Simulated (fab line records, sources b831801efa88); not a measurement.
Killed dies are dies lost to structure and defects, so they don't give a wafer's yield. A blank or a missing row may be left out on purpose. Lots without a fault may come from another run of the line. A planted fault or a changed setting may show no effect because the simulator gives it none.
Which tool did it? | flow sky130 | 11 lots, 33 wafers sampled, at 1 step of a route of 708

WHAT THE GAUGES READ, wafer by wafer
SKY_VIA1_OVL_MEAS_13. Usual: VIA1_OVL 0 nm, standard deviation 5.8.
lot  | measured     | on         | VIA1_OVL (nm) | flag
L236 | day 34 06:06 | overlay-01 | 9 9 5         |
L237 | day 34 17:54 | overlay-01 | -6 -6 -4      |
L238 | day 34 23:32 | overlay-01 | -2 -13 -7     |
L239 | day 35 22:40 | overlay-01 | -2 3 5        |
L241 | day 36 07:52 | overlay-01 | 1 6 2         |
L249 | day 39 07:46 | overlay-02 | -1 -3 2       |
L252 | day 39 13:09 | overlay-02 | -7 -5 -2      |
L254 | day 39 23:55 | overlay-01 | 1 0 8         |
L255 | day 39 23:56 | overlay-02 | -18 -9 -7     |
L256 | day 40 17:15 | overlay-01 | 9 3 2         |
L257 | day 41 00:46 | overlay-01 | 7 1 4         |

WHICH TOOL RAN EACH LOT (tool, then ch and the chambers of the sampled wafers, then the start)
The record holds no process step before these readings.

WHAT THE TOOLS THEMSELVES READ (means of the sampled wafers that have a number; where no wafer has one, the mark that the record gives instead)
The record holds no such reading with a usual standard deviation.

THE ANSWER, worked out from the rows above alone
Rule: a lot is off if the mean of its wafers that have a number lies more than 3 standard deviations from the usual mean. A lot without any number at a reading at which 4 lots or more have one is off too. The other lots that the step has rows for count as sound. The gauges are gone through in route order, then the tools' own readings, and for those a lot's mean is taken as printed above. The first step at which some lot is off is used, and at that step the reading that is off furthest; a lot without a number counts as furthest.
No lot is off at any reading shown: from this, nothing can be told.

WHAT THE SIMULATOR HAD PUT IN
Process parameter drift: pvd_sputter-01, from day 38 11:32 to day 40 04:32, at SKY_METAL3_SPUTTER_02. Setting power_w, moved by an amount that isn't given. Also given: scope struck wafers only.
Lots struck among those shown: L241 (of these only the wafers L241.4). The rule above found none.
